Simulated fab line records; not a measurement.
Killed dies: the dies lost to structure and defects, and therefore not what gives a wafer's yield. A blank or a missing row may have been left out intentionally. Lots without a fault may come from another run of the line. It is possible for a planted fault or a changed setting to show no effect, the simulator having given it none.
A struck lot beside a sound one / flow sky130 / 19 steps out of a route of 708
Sound: these wafers, L997.1, L997.3, L997.5. Wafers struck: L110.4, L110.5, L110.6. At the end, the cause is stated.
For every step that has rows: the tool of each side, followed by ch and its chambers, followed by its first start. Under that, the readings that differ: sound wafers / struck wafers / difference of the means / sigmas: that difference in standard deviations of wafers without a fault.
alike: readings with means less than 2 such deviations apart, plus words and numbers identical on both sides. not compared: withheld readings, readings lacking a value on some wafer, bounds such as >300 that could conceal the same value, and numbers that have no deviation in the record and whose values overlap.
A row with sigmas, a row that says differs or no value, or rows on one side alone: a step with any of these is where the two part. Numbers that don't overlap but have no deviation are shown without sigmas and don't part them. Lack of a reading on every wafer of one side parts them only where that side has two or more wafers.

first, 1 step without rows for these wafers: SKY_LDD_HVP_IMPLANT_08.
SKY_LDD_HVP_STRIP_09: strips in O2/N2.
  sound on plasmaAsher-02 ch 0, day 23 21:47; struck on plasmaAsher-01 ch 0,1, day 28 02:25
  alike: chamberPressureMTorr, drypumpMotorCurrentA, oesProductAu, stripTimeToEndpointS
  not compared: rfHoursCounterH
SKY_LDD_HVP_TW_MEAS_10:
  sound on filmMetro-02 at day 23 21:53; struck on filmMetro-04 at day 28 02:31
  alike: LDD_HVP_TW
then, 7 steps without rows for these wafers: SKY_LDD_LDN_DEHYDRATE_00 (time 60 s); SKY_LDD_LDN_HMDS_01 (prime time 60 s); SKY_LDD_LDN_COAT_02 (resist thk 1140 nm); SKY_LDD_LDN_SOFTBAKE_03 (time 60 s); SKY_LDD_LDN_EXPOSE_04 (exposes mask LDNTM, target cd 700 nm); SKY_LDD_LDN_PEB_05; SKY_LDD_LDN_DEVELOP_06 (develop time 60 s).
SKY_LDD_LDN_OVL_MEAS_07:
  sound on overlay-02 at day 25 02:18; struck on overlay-01 at day 29 06:19
  alike: LDD_LDN_OVL
following that, these wafers have no rows for 1 step: SKY_LDD_LDN_IMPLANT_08.
SKY_LDD_LDN_IMPLANT_09:
  sound on implanter-02 ch 0, day 25 02:29; struck on implanter-02 ch 0, day 29 06:33
reading=doseIonsCm2; sound=1.2504e+13 1.2509e+13 1.2496e+13; struck=5.292e+12 5.299e+12 5.309e+12; difference=-7.203e+12; sigmas=-99 or more
reading=faradayCurrentUA; sound=69.8 70.1 69.2; struck=29.7 29.1 29.7; difference=-40.2; sigmas=-31
then, 2 steps without rows for these wafers: SKY_LDD_LDN_IMPLANT_10; SKY_LDD_LDN_IMPLANT_11.
SKY_LDD_LDN_STRIP_12: strips in O2/N2.
  sound on plasmaAsher-03 ch 0,1, day 25 02:56; struck on plasmaAsher-03 ch 0,1, day 29 06:58
  alike: chamberPressureMTorr, drypumpMotorCurrentA, oesProductAu, stripTimeToEndpointS
  not compared: rfHoursCounterH
SKY_LDD_LDN_TW_MEAS_13:
  sound on filmMetro-02 at day 25 03:02; struck on filmMetro-01 at day 29 07:03
reading=LDD_LDN_TW; sound=1470 1478 1478; struck=1403 1410 1413; difference=-67; sigmas=-7
then, 1 step without rows for these wafers: SKY_LDD_LDN_CLEAN_14 (cleans in SC1/SC2, time 150 s).
-- record jumps: 21 days separate the struck wafers' starts on either side; left off in module LDD_LDN, taken up again in module PAD_OPEN, whose first shown step is the route's number 708 --
SKY_PAD_OPEN_PROBE_99:
  sound on prober-02 at day 47 10:26; struck on prober-01 at day 50 03:08
reading=killed_at_M4_up; sound=6 4 8; struck=3 1 3; difference=-4; sigmas=-2
reading=model.etest.tipSonos.rsOhmSq; sound=2633 2547 2622; struck=2981 2976 2983; difference=+379; sigmas=
  alike: killed_at_M0_to_M3, killedAtContacts, killedAtFrontEnd, killedAtOther, killedDies, killedOpen, killedShort

WHERE THEY PART
At SKY_LDD_LDN_IMPLANT_09 first; at SKY_PAD_OPEN_PROBE_99 last (within this record only).

WHY: whatever the simulator had introduced
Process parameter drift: implanter-02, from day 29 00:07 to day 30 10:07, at SKY_LDD_LDN_IMPLANT_09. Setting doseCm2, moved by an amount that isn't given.
